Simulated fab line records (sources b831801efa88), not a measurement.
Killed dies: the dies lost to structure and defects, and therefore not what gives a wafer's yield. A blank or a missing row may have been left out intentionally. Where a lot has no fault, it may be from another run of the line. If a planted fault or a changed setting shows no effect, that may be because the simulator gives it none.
Chamber matching | flow sfq_line | SFQ_TRILAYER_I1_CMP_CMP_046 on cmp-02 has 4 sister chambers
The step polishes SiO2. 4 wafers are shown with their chamber, then 8 later ones without.

== WAFERS, EACH WITH ITS CHAMBER ==
wafer  | chamber | motor_current_A (A)
L502.1 | 1       | 9.5
L502.4 | 0       | 9.4
L503.5 | 2       | 8.6
L510.4 | 3       | 11.0

== WAFERS MISSING THEIR CHAMBER ==
wafer  | motor_current_A (A)
L510.2 | 9.4
L510.6 | 8.2
L513.3 | 8.7
L513.5 | 11.2
L513.6 | 9.2
L517.1 | 9.8
L517.5 | 9.9
L517.6 | 9.2

== WHICH CHAMBER EACH WENT THROUGH ==
wafer  | from the rows above          | in truth
L510.2 | can't be placed: 0 or 1      | 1
L510.6 | 2                            | 2
L513.3 | 2                            | 2
L513.5 | 3                            | 3
L513.6 | can't be placed: 0 or 1 or 2 | 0
L517.1 | can't be placed: 1 or 0      | 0
L517.5 | can't be placed: 1 or 0      | 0
L517.6 | can't be placed: 0 or 1 or 2 | 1
3 of 8 placed correctly. Can't be placed from these rows: 5 (the true chamber is among the candidates in 5). Wrongly placed: 0.
How it was worked out, from the rows above alone: a wafer's distance from a chamber is the root of the sum, over the readings, of the square of ((its reading less the chamber's mean) divided by the reading's scatter). If the next closest chamber is less than 2 further off than the closest, the wafer can't be placed; otherwise it belongs to the closest. A chamber's mean is the mean of its shown wafers. The scatter: root of mean squared gap, hidden wafer to nearest shown wafer, with one shown wafer a chamber.
